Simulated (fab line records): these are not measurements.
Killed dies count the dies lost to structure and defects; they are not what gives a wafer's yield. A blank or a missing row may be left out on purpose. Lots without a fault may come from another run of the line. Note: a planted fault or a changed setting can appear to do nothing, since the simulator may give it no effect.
A lot that was struck, set against a sound lot + flow gf180mcu + 19 steps out of a route of 602
Sound: wafers L438.3, L438.4, L438.5. Wafers struck: L454.2, L454.5, L454.6. Last of all comes the cause.
Per side, at each step with rows, come the tool, then ch with its chambers, and then its first start. Under that, the readings that differ: sound wafers + struck wafers + difference of the means + sigmas: that difference in standard deviations of wafers without a fault.
alike: readings with means less than 2 such deviations apart, plus words and numbers identical on both sides. not compared: withheld readings, readings lacking a value on some wafer, bounds such as >300 that could conceal the same value, and numbers that have no deviation in the record and whose values overlap.
A row with sigmas, a row that says differs or no value, or rows on one side alone: a step with any of these is where the two part. Numbers that don't overlap but have no deviation are shown without sigmas and don't part them. A reading missing from all wafers of one side parts the sides only when that side holds two or more wafers.

GF_V3_CMP_26: polishes, stops on SiO2, t overpolish 15 s, target thk 0 nm.
  sound on cmp-01 ch 0,2,3, day 22 16:18; struck on cmp-01 ch 0,1,2, day 28 06:02
  alike: motorCurrentA, overpolishRunS, platenRpm, retainingRingPressureFrac, timeToEndpointS
GF_M4_SPUTTER_00: material Ti, target thk 37.5 nm, time 150 s.
  sound: pvdSputter-03 at day 22 16:36; struck: pvdSputter-01 at day 28 06:14
  alike: throttleValvePct
then, 1 step without rows for these wafers: GF_M4_SPUTTER_01 (material TiN, target thk 30 nm, time 25 s).
GF_M4_SPUTTER_02: material AlCu, target thk 450 nm, time 23.9 s.
  sound: pvdSputter-03 at day 22 16:44; struck: pvdSputter-01 at day 28 06:22
  alike: throttleValvePct
GF_M4_SPUTTER_03: material Ti, target thk 10 nm, time 6.7 s.
  sound: pvdSputter-03 at day 22 16:46; struck: pvdSputter-01 at day 28 06:24
  alike: throttleValvePct
then, 1 step without rows for these wafers: GF_M4_SPUTTER_04 (material TiN, target thk 50 nm, time 41.7 s).
GF_M4_RS_MEAS_05: measures by four-point-probe.
  sound: filmMetro-02 at day 22 16:52; struck: filmMetro-03 at day 28 06:29
  alike: M4_ALCU_RS
GF_M4_THK_MEAS_06: measures by xrf.
  sound: filmMetro-02 at day 22 16:58; struck: filmMetro-03 at day 28 06:35
  alike: M4_ALCU_THK
then, 4 steps without rows for these wafers: GF_M4_DEHYDRATE_07 (time 60 s); GF_M4_HMDS_08 (prime time 60 s); GF_M4_COAT_09 (resist thk 1000 nm); GF_M4_SOFTBAKE_10 (time 60 s).
GF_M4_EXPOSE_11: exposes mask Metal4, target cd 280 nm.
  sound on krfScanner-01 ch 0, day 23 04:25; struck on krfScanner-01 ch 0, day 28 15:41
| reading           | sound                | struck               | difference | sigmas |
|-------------------|----------------------|----------------------|------------|--------|
| exposureDoseMJCm2 | 27.969 27.978 27.975 | 27.887 27.896 27.929 | -0.070     | -2     |
  alike: mask
then, 2 steps without rows for these wafers: GF_M4_PEB_12 (peb time 90 s); GF_M4_DEVELOP_13 (develop time 60 s).
GF_M4_CD_MEAS_14 targets a cd of 280 nm.
  sound: cdSem-01 at day 23 15:19; struck: cdSem-02 at day 29 01:17
| reading   | sound             | struck            | difference | sigmas |
|-----------|-------------------|-------------------|------------|--------|
| cdNm (nm) | 280.0 279.9 280.3 | 254.7 227.0 258.2 | -33.4      | -34    |
  not compared: hold
GF_M4_OVL_MEAS_15:
  sound: overlay-02 at day 23 15:25; struck: overlay-02 at day 29 03:30
| reading | sound | struck                                                                  | difference                   | sigmas |
|---------|-------|-------------------------------------------------------------------------|------------------------------|--------|
| hold    | - - - | awaitDispo/2.1h/release awaitDispo/2.1h/release awaitDispo/2.1h/release | no value on the sound wafers |        |
  alike: M4_OVL
GF_M4_METAL_ETCH_16: etches the open film in Cl2/BCl3, stops on SiO2, target depth 627.5 nm, time 104.6 s.
  sound on rieMetal-04 ch 1, day 23 15:31; struck on rieMetal-01 ch 0,1, day 29 03:32
| reading            | sound             | struck          | difference | sigmas |
|--------------------|-------------------|-----------------|------------|--------|
| model.M4.cdNm (nm) | 278.8 276.2 279.8 | 250.1 223 248.1 | -37.9      |        |
  alike: drypumpMotorCurrentA, oesProductAu, throttleValvePct
  not compared: rfHoursCounterH
GF_M4_STRIP_17: strips in O2/N2.
  sound on plasmaAsher-03 ch 0,1, day 23 15:41; struck on plasmaAsher-01 ch 0,1, day 29 03:41
  alike: drypumpMotorCurrentA, heaterPowerW, oesProductAu, platenTempC, stripTimeToEndpointS
  not compared: rfHoursCounterH

WHERE THEY PART
At GF_M4_EXPOSE_11 first; at GF_M4_OVL_MEAS_15 last (within this record only). Later steps at which nothing parts them and some readings are alike: GF_M4_METAL_ETCH_16, GF_M4_STRIP_17.

WHY: what the simulator had put in
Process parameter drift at GF_M4_EXPOSE_11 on krfScanner-01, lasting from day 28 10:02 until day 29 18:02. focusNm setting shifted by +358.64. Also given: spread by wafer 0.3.
